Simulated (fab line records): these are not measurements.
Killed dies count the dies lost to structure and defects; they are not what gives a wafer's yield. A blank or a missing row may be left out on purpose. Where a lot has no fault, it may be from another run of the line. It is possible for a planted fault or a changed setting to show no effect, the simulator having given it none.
fab line records	flow sky130
record: lots: 6	wafers: 18	lastDay: 50
route steps=708 shown PAD_OPEN@694
lots that met no fault: from a run of the same line without faults
startH: hours from the record's first day to the start of the lot's first wafer shown	waitH: hours from the lot's prior step to this one	" repeats the value in the row above	L1.1+2: a single row standing in for several wafers	- value missing, or start not given	* or withheld: withheld	< > ~ a bound
route shown NAME@n: names a module that has steps shown in the file, with the first one's number in the route	usual: mean/standard deviation of fault-free wafers	same: alike in all rows	chamber/n: place in a boat	sites: per-site readings	_std_site: the values' standard deviation	_edge_site: the outer-site mean with the inner-site mean subtracted	radiusMm: how far each site lies from the wafer's centre	mask NAME#n: copy n	behind: the most recent tool/chamber to have shaped the wafer	hold: why the lot went on hold/how many hours it stayed there/how the hold came to an end	device: transistor that didn't switch, given as n, p or np	end of line: the tests these same wafers got at the end of their route	for a step that has no rows: nothing shown but its recipe	killed: dies that structure and defects cost at the first sort, which is not the same as the wafer's yield	map: shows each die of a wafer: x if killed, . if not, _ if none is there
set.NAME: the setting that was run; set.NAME@STEP: the one run at that earlier step	model.NAME: the simulator's own value behind a step, which no gauge read
lots at some steps of the route; a table a step, a row a wafer
services: a tool's chamber out of use, with start hour (startH, from the record's first day; less than 0 if before it), hours out, and reason
== steps ==
step: SKY_PAD_OPEN_DEHYDRATE_00
recipe: tempC: 200	timeS: 60
step: SKY_PAD_OPEN_HMDS_01
recipe: primeTimeS: 62.4	primeTempC: 120
step: SKY_PAD_OPEN_COAT_02
recipe: spinRpm: 2000	resistThkNm: 3000
step: SKY_PAD_OPEN_SOFTBAKE_03
recipe: tempC: 110	timeS: withheld
step: SKY_PAD_OPEN_EXPOSE_04
recipe: maskId: PDM	targetCdNm: 60000	na: 0.57	doseMj: 260
step: SKY_PAD_OPEN_PEB_05
recipe: tempC: 115	timeS: withheld
step: SKY_PAD_OPEN_DEVELOP_06
recipe: developTimeS: 60	devTempC: 23
step: SKY_PAD_OPEN_ETCH_07
recipe: chemistry: CF4/O2	targetDepthNm: 725	stopOn: AlCu	sourceW: 800	biasW: 150	pressureMtorr: 150	cf4FlowSccm: 80	O2_flow_sccm: 10	timeS: 161.1
usual: drypumpMotorCurrentA: 5.8/0.38	oesProductAu: 0.977/0.0075	throttleValvePct: 5.965/0.0089
lot.wafer	tool	chamber	startH	waitH	drypumpMotorCurrentA	oesProductAu	rfHoursCounterH	throttleValvePct
L146.2	rieDiel-04	0	1113.62	-	5.9	0.975	28	5.972
L146.5	"	3	"	"	6.2	0.969	-	5.970
L146.6	"	0	"	"	5.9	0.984	-	5.959
L147.1	rieDiel-04	2	1123.16	-	6.0	0.966	2	5.970
L147.3	"	0	"	"	5.8	0.964	29	5.976
L147.4	"	3	"	"	6.2	0.975	28	5.980
L151.2	rieDiel-01	3	1144.12	-	6.0	0.975	3	5.968
L151.4	"	2	"	"	5.6	1.000	15	5.966
L151.5	"	2	"	"	5.6	0.982	-	5.966
L155.1	rieDiel-01	2	1167.47	-	5.6	0.979	15	5.962
L155.5	"	1	"	"	5.5	0.995	-	5.969
L155.6	"	2	"	"	5.6	0.988	-	5.962
L157.1	rieDiel-01	0	1174.61	-	6.0	0.979	9	5.953
L157.3	"	1	"	"	5.5	0.963	13	5.959
L157.6	"	1	"	"	5.5	0.984	-	5.972
L162.1	rieDiel-02	1	1191.27	-	6.3	0.974	28	5.968
L162.2	"	3	"	"	5.5	0.977	24	5.972
L162.6	"	0	"	"	5.1	0.975	-	5.976
step: SKY_PAD_OPEN_STRIP_08
recipe: chemistry: O2/N2	powerW: 1400	pressureMtorr: 1500	platenTempC: withheld	overashFraction: 0.7	o2FlowSccm: 3000	n2FlowSccm: 300
usual: drypumpMotorCurrentA: 5.5/0.34	oesProductAu: 0.663/0.0042	stripTimeToEndpointS: 37.11/0.1
same: overashFraction: 0.7
lot.wafer	tool	chamber	startH	waitH	drypumpMotorCurrentA	oesProductAu	rfHoursCounterH	stripTimeToEndpointS
L146.2	plasmaAsher-04	1	1113.72	0.1	5.7	0.661	4	36.98
L146.5	"	0	"	"	5.0	0.656	-	37.07
L146.6	"	1	"	"	5.7	0.667	-	36.99
L147.1	plasmaAsher-04	1	1123.26	0.1	5.6	0.663	5	37.06
L147.3	"	0	"	"	5.0	0.662	-	37.17
L147.4	"	1	"	"	5.6	0.663	-	37.02
L151.2	plasmaAsher-04	1	1144.22	0.1	5.7	0.656	7	37.02
L151.4	"	1	"	"	5.7	0.669	-	37.21
L151.5	"	0	"	"	5.0	0.667	-	37.21
L155.1	plasmaAsher-02	1	1167.57	0.1	6.1	0.660	40	37.28
L155.5	"	0	"	"	5.4	0.659	-	37.10
L155.6	"	1	"	"	6.0	0.665	-	37.08
L157.1	plasmaAsher-02	0	1174.71	0.1	5.4	0.662	40	37.04
L157.3	"	1	"	"	6.0	0.673	-	36.91
L157.6	"	0	"	"	5.4	0.655	-	37.06
L162.1	plasmaAsher-03	0	1191.37	0.1	5.6	0.665	77	37.21
L162.2	"	1	"	"	5.1	0.673	77	37.19
L162.6	"	0	"	"	5.6	0.661	-	37.25
step: SKY_PAD_OPEN_STRIP_09
recipe: chemistry: postEtchResidueRemover	timeS: 1200	tempC: 72.5
step: SKY_PAD_OPEN_CLEAN_10
recipe: chemistry: IPA	timeS: 180	tempC: 25
step: SKY_PAD_OPEN_CLEAN_11
recipe: chemistry: O3/DIW	dry: n2Spin
step: SKY_PAD_OPEN_ANNEAL_12
recipe: tempC: 400	timeS: withheld	ambient: N2/H2	idleTempC: 300	rampUpCPerMin: 8	rampDownCPerMin: 4
usual: rampDownCPerMin: 4.0000/0.00074	rampUpCPerMin: 8.0001/0.0014	zonePowerBottomPct: 6.91/0.2
lot.wafer	tool	chamber	startH	waitH	rampDownCPerMin	rampUpCPerMin	zonePowerBottomPct
L146.2	furnace-02	-	1114.31	0.0	-	-	-
L146.5	"	-	"	"	-	-	-
L146.6	"	-	"	"	-	-	-
L147.1	furnace-02	-	1124.00	0.0	-	-	-
L147.3	"	-	"	"	-	-	-
L147.4	"	-	"	"	-	-	-
L151.2	furnace-02	0	1144.87	0.0	4.0001	8.0030	6.64
L151.4	"	0	"	"	4.0007	7.9965	6.67
L151.5	"	0	"	"	3.9993	8.0014	6.80
L155.1	furnace-02	0	1168.21	0.0	4.0006	7.9970	6.63
L155.5	"	0	"	"	3.9999	7.9984	6.81
L155.6	"	0	"	"	4.0007	7.9979	6.74
L157.1	furnace-01	0	1175.31	0.0	3.9998	7.9987	7.03
L157.3	"	0	"	"	3.9990	7.9982	7.11
L157.6	"	0	"	"	4.0004	8.0001	7.08
L162.1	furnace-02	0	1191.97	0.0	3.9987	8.0016	6.76
L162.2	"	0	"	"	4.0006	8.0013	6.66
L162.6	"	0	"	"	4.0003	8.0004	6.78
step: SKY_PAD_OPEN_BOW_MEAS_13
recipe: mode: bow
usual: PAD_OPEN_BOW: 48/9.1
lot.wafer	tool	chamber	startH	waitH	PAD_OPEN_BOW[um]
L146.2	filmMetro-03	-	1115.83	-	113
L146.5	"	-	"	"	112
L146.6	"	-	"	"	113
L147.1	filmMetro-02	-	1125.50	-	106
L147.3	"	-	"	"	105
L147.4	"	-	"	"	104
L151.2	filmMetro-03	-	1146.39	-	55
L151.4	"	-	"	"	50
L151.5	"	-	"	"	52
L155.1	filmMetro-03	-	1169.71	-	42
L155.5	"	-	"	"	48
L155.6	"	-	"	"	41
L157.1	filmMetro-04	-	1176.81	-	38
L157.3	"	-	"	"	53
L157.6	"	-	"	"	43
L162.1	filmMetro-02	-	1193.47	-	44
L162.2	"	-	"	"	47
L162.6	"	-	"	"	44
step: SKY_PAD_OPEN_PROBE_99
usual: defectLimitedYield: 82.5/1.9	killed_at_M0_to_M3: 42/7.2	killed_at_M4_up: 3.5/1.8	killedAtContacts: 25/5.7	killedAtFrontEnd: 16/4.6	killedAtOther: 0.2/0.41	killedDies: 86/9.3	killedOpen: 47/6.3	killedShort: 39/5.9	sort_bin_3_pad_short: 0.9/0.44	sort_bin_5_function: 10.3/1.5	sort_bin_6_memory: 6.3/1	sortNPass: 406/9.3	sortYieldPct: 82.5/1.9
same: grossDies: 492	killedAtBackSide: 0	sort_bin_4_leakage[%]: 0	sort_bin_8_speed[%]: 0
lot.wafer	tool	chamber	startH	waitH	defectLimitedYield[%]	killed_at_M0_to_M3	killed_at_M4_up	killedAtContacts	killedAtFrontEnd	killedAtOther	killedDies	killedOpen	killedShort	sort_bin_3_pad_short[%]	sort_bin_5_function[%]	sort_bin_6_memory[%]	sortNPass	sortYieldPct[%]	model.etest.resXhighPo.lineOhmUm	model.etest.nfet_16v.rOnOhmUm	model.etest.pfet_16v.rOnOhmUm	model.etest.resXhighPo.rsOhmSq	model.etest.pfetG5v0d10v5.rOnOhmUm	model.etest.pfet_01v8.rOnOhmUm	model.etest.nfetG5v0d10v5.rOnOhmUm	model.etest.nfet_01v8.rOnOhmUm
L146.2	prober-01	-	1115.98	0.1	83.5	39	3	30	9	0	81	45	36	1.4	8.5	6.5	411	83.5	7105	1.478e+04	1.552e+04	2463	5195	3088	2051	927.6
L146.5	prober-01	-	1116.13	0.2	79.1	40	8	35	19	1	103	57	46	1.4	12.2	7.3	389	79.1	7296	1.485e+04	1.562e+04	2570	5180	3084	2051	922
L146.6	prober-01	-	1116.18	0.2	81.9	42	2	31	14	0	89	43	46	1.6	9.8	6.7	403	81.9	6907	1.483e+04	1.598e+04	2400	5149	3099	2033	915.3
L147.1	prober-02	-	1125.62	0.1	82.9	43	5	23	12	1	84	49	35	0.6	10.0	6.5	408	82.9	6942	1.491e+04	1.596e+04	2457	5185	3094	2087	918.3
L147.3	prober-02	-	1125.72	0.2	81.3	38	0	35	19	0	92	51	41	0.8	10.8	7.1	400	81.3	6935	1.486e+04	1.574e+04	2436	5202	3057	2072	894.9
L147.4	prober-02	-	1125.77	0.2	83.1	33	2	28	20	0	83	50	33	0.4	11.0	5.5	409	83.1	7131	1.488e+04	1.562e+04	2509	5276	3097	2099	898.6
L151.2	prober-02	-	1146.54	0.1	85.8	33	3	22	12	0	70	37	33	0.6	10.2	3.5	422	85.8	5658	1.388e+04	1.467e+04	2012	4722	2950	1909	837.7
L151.4	prober-02	-	1146.64	0.2	85.8	32	2	20	16	0	70	37	33	0.4	9.1	4.7	422	85.8	5756	1.416e+04	1.52e+04	2033	4781	2943	1919	853.3
L151.5	prober-02	-	1146.69	0.2	84.3	34	0	31	12	0	77	38	39	1.2	8.5	5.9	415	84.3	5654	1.405e+04	1.479e+04	1979	4750	2928	1921	839.2
L155.1	prober-02	-	1169.83	0.1	80.3	52	3	26	16	0	97	51	46	0.8	11.6	7.3	395	80.3	5403	1.417e+04	1.517e+04	1893	4661	2863	1869	820.6
L155.5	prober-02	-	1170.03	0.2	79.9	50	4	36	9	0	99	48	51	1.2	12.8	6.1	393	79.9	5913	1.408e+04	1.483e+04	2065	4587	2803	1851	816.2
L155.6	prober-02	-	1170.08	0.2	82.7	31	6	26	22	0	85	45	40	1.8	10.2	5.3	407	82.7	5581	1.417e+04	1.496e+04	1940	4643	2786	1875	814.7
L157.1	prober-02	-	1176.93	0.1	86.4	32	5	21	8	1	67	34	33	0.2	8.3	5.1	425	86.4	5355	1.435e+04	1.566e+04	1882	4792	2941	1894	838.6
L157.3	prober-02	-	1177.03	0.2	84.1	40	3	20	15	0	78	44	34	0.6	8.1	7.1	414	84.1	5879	1.431e+04	1.576e+04	2060	4813	2913	1892	823.5
L157.6	prober-02	-	1177.18	0.2	81.9	46	6	22	15	0	89	45	44	1.2	10.4	6.5	403	81.9	5667	1.427e+04	1.568e+04	1976	4759	2854	1894	825
L162.1	prober-01	-	1193.59	0.1	84.1	31	3	27	17	0	78	41	37	0.2	8.9	6.7	414	84.1	5761	1.412e+04	1.492e+04	1987	4756	2885	1890	857
L162.2	prober-01	-	1193.64	0.1	81.9	46	0	28	15	0	89	50	39	0.8	10.8	6.5	403	81.9	5760	1.401e+04	1.469e+04	2004	4764	2964	1900	880.7
L162.6	prober-01	-	1193.84	0.2	84.6	40	3	23	10	0	76	45	31	0.8	8.9	5.7	416	84.6	5436	1.392e+04	1.464e+04	1877	4738	2930	1894	868.4
killed by level:class
L146.2 CONTACT:geometricParticle:open=12 CONTACT:geometricParticle:short=8 VIA3:geometricParticle:open=8 VIA2:geometricParticle:open=7 VIA1:geometricParticle:open=6 LI_CONTACT:geometricParticle:open=5 LOCAL_INTERCONNECT:geometricParticle:short=4 METAL2:geometricParticle:short=4
L146.5 CONTACT:geometricParticle:open=14 VIA1:geometricParticle:open=11 LI_CONTACT:geometricParticle:open=10 FIELD_ISO:geometricParticle:short=8 METAL2:geometricParticle:short=8 METAL4:geometricParticle:short=7 LOCAL_INTERCONNECT:geometricParticle:short=7 VIA2:geometricParticle:open=6
L146.6 LI_CONTACT:geometricParticle:open=12 CONTACT:geometricParticle:open=9 VIA2:geometricParticle:short=7 VIA3:geometricParticle:open=7 CONTACT:geometricParticle:short=6 METAL3:geometricParticle:short=6 VIA3:geometricParticle:short=5 SPACER:geometricParticle:short=4
L147.1 VIA1:geometricParticle:open=12 CONTACT:geometricParticle:open=9 VIA3:geometricParticle:open=7 VIA2:geometricParticle:open=5 CONTACT:geometricParticle:short=5 LOCAL_INTERCONNECT:geometricParticle:short=4 METAL1:geometricParticle:short=4 METAL4:geometricParticle:short=4
L147.3 CONTACT:geometricParticle:open=19 VIA1:geometricParticle:open=9 FIELD_ISO:geometricParticle:short=8 LI_CONTACT:geometricParticle:short=6 VIA3:geometricParticle:open=5 LI_CONTACT:geometricParticle:open=5 METAL2:geometricParticle:short=5 VIA2:geometricParticle:open=5
L147.4 CONTACT:geometricParticle:open=17 VIA1:geometricParticle:open=13 POLY_GATE:geometricParticle:short=9 LI_CONTACT:geometricParticle:open=6 VIA1:geometricParticle:short=4 POLY_GATE:geometricParticle:open=3 CONTACT:geometricParticle:short=3 METAL1:geometricParticle:short=3
L151.2 CONTACT:geometricParticle:open=8 VIA3:geometricParticle:open=7 CONTACT:geometricParticle:short=6 VIA2:geometricParticle:open=6 METAL1:geometricParticle:short=4 VIA1:geometricParticle:open=4 METAL2:geometricParticle:short=4 POLY_GATE:geometricParticle:open=3
L151.4 CONTACT:geometricParticle:open=9 METAL2:geometricParticle:short=7 CONTACT:geometricParticle:short=6 VIA1:geometricParticle:open=5 VIA3:geometricParticle:open=5 FIELD_ISO:geometricParticle:short=4 POLY_GATE:geometricParticle:open=4 LI_CONTACT:geometricParticle:open=4
L151.5 CONTACT:geometricParticle:open=11 FIELD_ISO:geometricParticle:short=6 VIA1:geometricParticle:open=6 LI_CONTACT:geometricParticle:short=5 LI_CONTACT:geometricParticle:open=5 METAL2:geometricParticle:short=5 LOCAL_INTERCONNECT:geometricParticle:short=4 CONTACT:geometricParticle:short=4
L155.1 VIA1:geometricParticle:open=11 LI_CONTACT:geometricParticle:open=9 VIA2:geometricParticle:open=9 POLY_GATE:geometricParticle:short=8 CONTACT:geometricParticle:open=8 VIA3:geometricParticle:open=6 METAL2:geometricParticle:short=6 VIA2:geometricParticle:short=5
L155.5 CONTACT:geometricParticle:open=15 VIA1:geometricParticle:open=9 VIA1:geometricParticle:short=8 LI_CONTACT:geometricParticle:open=6 VIA2:geometricParticle:open=6 LI_CONTACT:geometricParticle:short=5 LOCAL_INTERCONNECT:geometricParticle:short=5 CONTACT:geometricParticle:short=5
L155.6 VIA1:geometricParticle:open=7 METAL1:geometricParticle:short=7 LI_CONTACT:geometricParticle:open=7 FIELD_ISO:geometricParticle:open=6 CONTACT:geometricParticle:short=6 VIA3:geometricParticle:open=6 FIELD_ISO:geometricParticle:short=5 METAL4:geometricParticle:short=5
L157.1 VIA1:geometricParticle:open=10 CONTACT:geometricParticle:short=7 CONTACT:geometricParticle:open=5 METAL4:geometricParticle:short=5 FIELD_ISO:geometricParticle:short=4 LI_CONTACT:geometricParticle:open=4 VIA3:geometricParticle:open=4 VIA2:geometricParticle:open=3
L157.3 CONTACT:geometricParticle:open=9 VIA3:geometricParticle:open=9 METAL1:geometricParticle:short=7 VIA2:geometricParticle:open=6 LI_CONTACT:geometricParticle:open=5 FIELD_ISO:geometricParticle:open=4 VIA2:geometricParticle:short=4 VIA1:geometricParticle:open=4
L157.6 VIA2:geometricParticle:open=10 VIA3:geometricParticle:open=9 METAL2:geometricParticle:short=8 CONTACT:geometricParticle:open=8 FIELD_ISO:geometricParticle:short=6 POLY_GATE:geometricParticle:open=6 METAL4:geometricParticle:short=5 LI_CONTACT:geometricParticle:open=4
L162.1 CONTACT:geometricParticle:open=11 LI_CONTACT:geometricParticle:open=8 FIELD_ISO:geometricParticle:short=6 VIA1:geometricParticle:open=6 VIA2:geometricParticle:open=6 METAL2:geometricParticle:short=5 POLY_GATE:geometricParticle:open=4 LOCAL_INTERCONNECT:geometricParticle:short=4
L162.2 VIA1:geometricParticle:open=13 CONTACT:geometricParticle:open=13 VIA3:geometricParticle:open=6 LI_CONTACT:geometricParticle:open=6 METAL1:geometricParticle:short=6 METAL2:geometricParticle:short=6 FIELD_ISO:geometricParticle:short=5 LOCAL_INTERCONNECT:geometricParticle:short=5
L162.6 VIA2:geometricParticle:open=9 LI_CONTACT:geometricParticle:open=8 CONTACT:geometricParticle:open=8 VIA1:geometricParticle:short=6 VIA1:geometricParticle:open=6 VIA3:geometricParticle:open=6 LI_CONTACT:geometricParticle:short=3 METAL1:geometricParticle:short=3
== services ==
tool	chamber	startH	hours	kind
plasmaAsher-04	-	1091.35	8.5	repair
rieDiel-02	0	1118.83	8.6	repair
rieDiel-01	-	1120.54	14.6	pm
plasmaAsher-04	-	1123.58	1.5	repair
furnace-01	-	1123.93	3.3	pm
plasmaAsher-03	-	1132.69	0.4	repair
rieDiel-01	-	1146.22	2.2	repair
rieDiel-02	2	1157.64	21.9	repair
rieDiel-04	0	1164.29	-	clean
rieDiel-04	0	1164.29	-	consumableReplace:focusRing
rieDiel-04	0	1164.29	21.3	scheduledDown
rieDiel-04	0	1164.29	21.3	ventCycle
furnace-01	-	1168.77	3.0	pm
rieDiel-02	2	1179.55	-	clean
rieDiel-02	2	1179.55	-	consumableReplace:focusRing
rieDiel-02	2	1179.55	19.3	scheduledDown
rieDiel-02	2	1179.55	19.3	ventCycle
rieDiel-04	1	1185.01	1.3	repair
== key ==
firstSign: step: SKY_PAD_OPEN_ANNEAL_12	reading: toolRecord	direction: missing
effect: step: SKY_PAD_OPEN_BOW_MEAS_13	reading: PAD_OPEN_BOW	direction: up	sigmas: 6.7	usual: 48	struck: 109
modelEffect: step: SKY_PAD_OPEN_PROBE_99	value: etest.resXhighPo.lineOhmUm	without: 5758	struck: 7053
metAt SKY_PAD_OPEN_ANNEAL_12
struckWafers L146.2,L146.5,L146.6,L147.1,L147.3,L147.4
fault: kind: skippedStepWhole	tool: furnace-02	chamber: -	onsetH: 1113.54	steps: SKY_PAD_OPEN_ANNEAL_12	scope: struckLotsOnly
